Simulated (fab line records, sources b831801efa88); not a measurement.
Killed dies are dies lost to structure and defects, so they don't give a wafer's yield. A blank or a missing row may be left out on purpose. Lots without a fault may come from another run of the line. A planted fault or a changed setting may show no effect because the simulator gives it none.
Which tool did it? | flow sky130 | 6 lots, 18 wafers sampled, at 2 steps of a route of 708

WHAT THE GAUGES READ, wafer by wafer
SKY_FIELD_ISO_THK_MEAS_23.
lot  | measured    | on            | FIELD_ISO_OXIDATION_01_THK (nm)
L709 | day 2 13:49 | film_metro-01 | 10.10 9.94 10.15
L711 | day 2 21:54 | film_metro-01 | 10.12 10.08 9.85
L721 | day 5 04:01 | film_metro-03 | 13.05 13.03 13.14
L724 | day 5 22:44 | film_metro-01 | 9.96 10.20 10.06
L729 | day 6 23:35 | film_metro-04 | 10.07 10.22 10.33
L731 | day 7 05:01 | film_metro-03 | 10.30 10.14 10.10

WHICH TOOL RAN EACH LOT (tool, then ch and the chambers of the sampled wafers, then the start)
lot  | SKY_FIELD_ISO_OXIDATION_22
L709 | furnace-01 ch 0, day 2 12:38
L711 | furnace-01 ch 0, day 2 20:43
L721 | furnace-01 ch 0, day 5 02:49
L724 | furnace-02 ch 0, day 5 21:34
L729 | furnace-02 ch 0, day 6 22:24
L731 | furnace-02 ch 0, day 7 03:50
- SKY_FIELD_ISO_OXIDATION_22: stabilise 600 s, purge 300 s, target thk 10 nm.

THE ANSWER, worked out from the rows above alone
Rule: what is usual is taken from the lots themselves. Put in order of their means at a reading, lots are off if they are a third of the lots or fewer, leave a main group of 4 or more, and stand apart from it by a gap of 3 or more times the standard deviation of the main group's means; of several such gaps the widest counts. A main group whose means are all the same, to the digits that the tables above print for the reading, isn't used. A lot without any number at a reading at which 4 lots or more have one is off too. The other lots that the step has rows for count as sound.
Off: L721, at SKY_FIELD_ISO_THK_MEAS_23 (FIELD_ISO_OXIDATION_01_THK). The main group: mean 10.11 nm, standard deviation 0.073.
A tool fits if, at a process step before that reading, it ran every lot that is off, and no sound lot after the first of them. The gauges at SKY_FIELD_ISO_THK_MEAS_23 are tried like those tools. One fits: furnace-01 at SKY_FIELD_ISO_OXIDATION_22. Its last sound lot is L711 (day 2 20:43), its first lot that is off L721 (day 5 02:49): a fault that began between those two fits.

WHAT THE SIMULATOR HAD PUT IN
Process parameter drift: furnace-01, from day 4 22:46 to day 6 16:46, at SKY_FIELD_ISO_OXIDATION_22. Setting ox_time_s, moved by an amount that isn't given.
Lots struck among those shown: L721. The rule above found the same.
